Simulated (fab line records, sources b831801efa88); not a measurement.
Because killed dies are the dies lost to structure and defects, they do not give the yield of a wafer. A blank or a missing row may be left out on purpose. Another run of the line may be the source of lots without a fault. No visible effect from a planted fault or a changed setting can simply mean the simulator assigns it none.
The tool behind it: which one? | flow sfq-line | 39 wafers from 13 lots sampled at 6 of the route's 325 steps

WHAT THE GAUGES READ, wafer by wafer
SFQ_L0V_OVL_MEAS_903.
lot  | measured     | on         | L0V_OVL (nm)
L685 | day 7 22:14  | overlay-01 | -8 1 -1
L686 | day 8 04:13  | overlay-01 | 5 4 1
L688 | day 8 23:25  | overlay-01 | 1 4 -3
L689 | day 9 09:01  | overlay-02 | -8 1 0
L690 | day 9 17:25  | overlay-01 | 9 2 7
L691 | day 9 23:48  | overlay-01 | 3 5 3
L692 | day 10 07:00 | overlay-02 | 1 7 10
L693 | day 10 11:48 | overlay-02 | -6 -3 -4
L696 | day 11 11:55 | overlay-02 | -7 -4 1
L697 | day 11 15:32 | overlay-02 | 10 13 7
L699 | day 12 09:36 | overlay-02 | 2 12 12
L702 | day 13 07:07 | overlay-02 | -8 -10 -8
L704 | day 13 20:20 | overlay-02 | 4 2 2

SFQ_M0_RS_MEAS_904: the measuring method here is four-point-probe.
lot  | measured     | on            | M0_NB_RS (ohm/sq)
L685 | day 7 23:17  | film-metro-02 | 0.895 0.889 0.895
L686 | day 8 05:16  | film-metro-01 | 0.886 0.904 0.884
L688 | day 9 00:25  | film-metro-01 | 0.893 0.895 0.874
L689 | day 9 10:04  | film-metro-02 | 0.885 0.883 0.875
L690 | day 9 18:28  | film-metro-04 | 0.895 0.882 0.889
L691 | day 10 00:59 | film-metro-01 | 0.911 0.913 0.893
L692 | day 10 08:11 | film-metro-04 | 0.885 0.883 0.894
L693 | day 10 13:01 | film-metro-01 | 0.900 0.883 0.891
L696 | day 11 12:59 | film-metro-04 | 0.908 0.891 0.899
L697 | day 11 16:35 | film-metro-04 | 0.904 0.899 0.897
L699 | day 12 10:38 | film-metro-01 | 0.899 0.901 0.887
L702 | day 13 08:44 | film-metro-04 | 0.874 0.874 0.875
L704 | day 13 21:22 | film-metro-01 | 0.885 1.390 0.887

SFQ_M1_RS_MEAS_909: the measuring method here is four-point-probe.
lot  | measured     | on            | M1_NB_RS (ohm/sq)
L685 | day 17 10:22 | film-metro-03 | 0.877 0.887 0.884
L686 | day 17 16:20 | film-metro-03 | 0.903 0.901 0.903
L688 | day 19 01:56 | film-metro-02 | 0.892 0.892 0.890
L689 | day 19 10:25 | film-metro-03 | 0.895 0.901 0.893
L690 | day 19 18:46 | film-metro-02 | 0.908 0.901 0.913
L691 | day 20 05:17 | film-metro-03 | 0.876 0.871 0.869
L692 | day 20 14:55 | film-metro-02 | 0.878 0.885 0.889
L693 | day 21 00:03 | film-metro-01 | 0.892 0.883 0.889
L696 | day 22 02:26 | film-metro-03 | 0.890 0.898 0.891
L697 | day 22 06:04 | film-metro-02 | 0.875 0.882 0.885
L699 | day 23 06:02 | film-metro-01 | 0.906 0.903 0.900
L702 | day 24 04:50 | film-metro-02 | 0.881 0.870 0.888
L704 | day 24 20:27 | film-metro-01 | 0.884 0.866 0.870

TOOL THAT RAN EACH LOT (tool first, then ch and the chambers of the sampled wafers, then the start)
lot  | SFQ_TRILAYER_L0_ETCH_METAL_ETCH_008 | SFQ_TRILAYER_M0_DEP_SPUTTER_019 | SFQ_TRILAYER_M0_ETCH_METAL_ETCH_024
L685 | rie-metal-01 ch 1, day 4 08:32      | pvd-sputter-06, day 7 23:08     | rie-metal-04 ch 0,1, day 12 06:04
L686 | rie-metal-02 ch 0,1, day 4 13:15    | pvd-sputter-03, day 8 05:08     | rie-metal-02 ch 0,1, day 12 13:16
L688 | rie-metal-01 ch 0,1, day 5 00:02    | pvd-sputter-03, day 9 00:20     | rie-metal-02 ch 0, day 13 04:53
L689 | rie-metal-03 ch 0,1, day 5 07:22    | pvd-sputter-03, day 9 09:56     | rie-metal-02 ch 0, day 13 14:34
L690 | rie-metal-02 ch 0,1, day 5 15:46    | pvd-sputter-05, day 9 18:21     | rie-metal-03 ch 0,1, day 14 02:14
L691 | rie-metal-02 ch 0,1, day 5 20:34    | pvd-sputter-06, day 10 00:54    | rie-metal-04 ch 0,1, day 14 10:38
L692 | rie-metal-03 ch 0,1, day 6 03:46    | pvd-sputter-05, day 10 08:06    | rie-metal-04 ch 0,1, day 14 20:14
L693 | rie-metal-01 ch 0,1, day 6 08:34    | pvd-sputter-03, day 10 12:54    | rie-metal-04 ch 0,1, day 15 01:25
L696 | rie-metal-01 ch 0,1, day 7 05:28    | pvd-sputter-06, day 11 12:53    | rie-metal-03 ch 0,1, day 16 00:13
L697 | rie-metal-02 ch 0,1, day 7 09:05    | pvd-sputter-06, day 11 16:28    | rie-metal-04 ch 0,1, day 16 02:39
L699 | rie-metal-01 ch 1, day 7 23:28      | pvd-sputter-06, day 12 10:32    | rie-metal-02 ch 0,1, day 17 05:43
L702 | rie-metal-01 ch 0, day 9 00:44      | pvd-sputter-05, day 13 08:39    | rie-metal-04 ch 0, day 18 10:33
L704 | rie-metal-02 ch 0,1, day 9 12:40    | pvd-sputter-05, day 13 21:15    | rie-metal-02 ch 0,1, day 19 02:09
- SFQ_TRILAYER_L0_ETCH_METAL_ETCH_008: etches MoNx KI in SF6/O2, stops on SiO2, target depth 50 nm, time 25 s.
- SFQ_TRILAYER_M0_DEP_SPUTTER_019: material Nb, target thk 200 nm, time 133.3 s.
- SFQ_TRILAYER_M0_ETCH_METAL_ETCH_024: etches Nb in Cl2/Ar, stops on SiO2, target depth 240 nm, time 120 s.

AS READ BY THE TOOLS THEMSELVES (means over the sampled wafers that have a number; for cases with no such wafer, the mark the record gives instead)
SFQ_TRILAYER_L0_ETCH_METAL_ETCH_008.
lot  | tool         | drypump-motor-current-A (A) | oes-product-au (a.u.)
L685 | rie-metal-01 | 5.80                        | 0.883
L686 | rie-metal-02 | 6.32                        | 0.865
L688 | rie-metal-01 | 5.74                        | 0.874
L689 | rie-metal-03 | 6.12                        | 0.869
L690 | rie-metal-02 | 6.27                        | 0.867
L691 | rie-metal-02 | 6.28                        | 0.873
L692 | rie-metal-03 | 6.12                        | 0.870
L693 | rie-metal-01 | 5.77                        | 0.872
L696 | rie-metal-01 | 5.74                        | 0.879
L697 | rie-metal-02 | 6.29                        | 0.877
L699 | rie-metal-01 | 5.83                        | 0.869
L702 | rie-metal-01 | 5.70                        | 0.865
L704 | rie-metal-02 | 6.31                        | 0.878

SFQ_TRILAYER_M0_DEP_SPUTTER_019.
lot  | tool           | resputter-cathode-voltage-v (V) | throttle-valve-pct (%)
L685 | pvd-sputter-06 | 405                             | 28.9
L686 | pvd-sputter-03 | 397                             | 29.9
L688 | pvd-sputter-03 | 401                             | 30.2
L689 | pvd-sputter-03 | 402                             | 29.8
L690 | pvd-sputter-05 | 397                             | 30.1
L691 | pvd-sputter-06 | 400                             | 29.6
L692 | pvd-sputter-05 | 398                             | 30.9
L693 | pvd-sputter-03 | 403                             | 29.9
L696 | pvd-sputter-06 | 403                             | 29.6
L697 | pvd-sputter-06 | 398                             | 29.1
L699 | pvd-sputter-06 | 402                             | 29.4
L702 | pvd-sputter-05 | 399                             | 30.4
L704 | pvd-sputter-05 | 400                             | 30.4

SFQ_TRILAYER_M0_ETCH_METAL_ETCH_024.
lot  | tool         | drypump-motor-current-A (A) | oes-product-au (a.u.)
L685 | rie-metal-04 | 5.5                         | 0.892
L686 | rie-metal-02 | 6.3                         | 0.892
L688 | rie-metal-02 | 6.4                         | 0.891
L689 | rie-metal-02 | 6.4                         | 0.899
L690 | rie-metal-03 | 6.1                         | 0.894
L691 | rie-metal-04 | 5.6                         | 0.881
L692 | rie-metal-04 | 5.5                         | 0.894
L693 | rie-metal-04 | 5.5                         | 0.897
L696 | rie-metal-03 | 5.9                         | 0.889
L697 | rie-metal-04 | 5.7                         | 0.889
L699 | rie-metal-02 | 6.3                         | 0.890
L702 | rie-metal-04 | 5.3                         | 0.901
L704 | rie-metal-02 | 6.3                         | 0.836

THE ANSWER, worked out from the rows above alone
Rule: the lots themselves supply what counts as usual. The widest of any qualifying gaps counts: lots, ordered by their means at a reading, are off when they make up no more than a third of the lots, leave a main group of 4 or more, and stand apart from it by 3 or more times the standard deviation of that group's means. A main group whose means are all the same, to the digits that the tables above print for the reading, isn't used. A lot without any number at a reading at which 4 lots or more have one is off too. The other lots that the step has rows for count as sound. Order of review: gauges by route order, followed by the tools' own readings, for which a lot's mean as printed above is used. The first step at which some lot is off is used, and at that step the reading that is off furthest; a lot without a number counts as furthest.
Off: at SFQ_M0_RS_MEAS_904 (M0_NB_RS), L704. Main group: mean 0.891 ohm/sq, sd 0.0082.
A tool fits if, at a process step before that reading, it ran every lot that is off, and no sound lot after the first of them. The gauges at SFQ_M0_RS_MEAS_904 aren't tried: what is off there is off at SFQ_TRILAYER_M0_ETCH_METAL_ETCH_024 too, on other tools, and a gauge's error can't cause that. Can't be told from this: 2 tools fit, rie-metal-02 at SFQ_TRILAYER_L0_ETCH_METAL_ETCH_008, pvd-sputter-05 at SFQ_TRILAYER_M0_DEP_SPUTTER_019.

WHAT THE SIMULATOR PUT IN
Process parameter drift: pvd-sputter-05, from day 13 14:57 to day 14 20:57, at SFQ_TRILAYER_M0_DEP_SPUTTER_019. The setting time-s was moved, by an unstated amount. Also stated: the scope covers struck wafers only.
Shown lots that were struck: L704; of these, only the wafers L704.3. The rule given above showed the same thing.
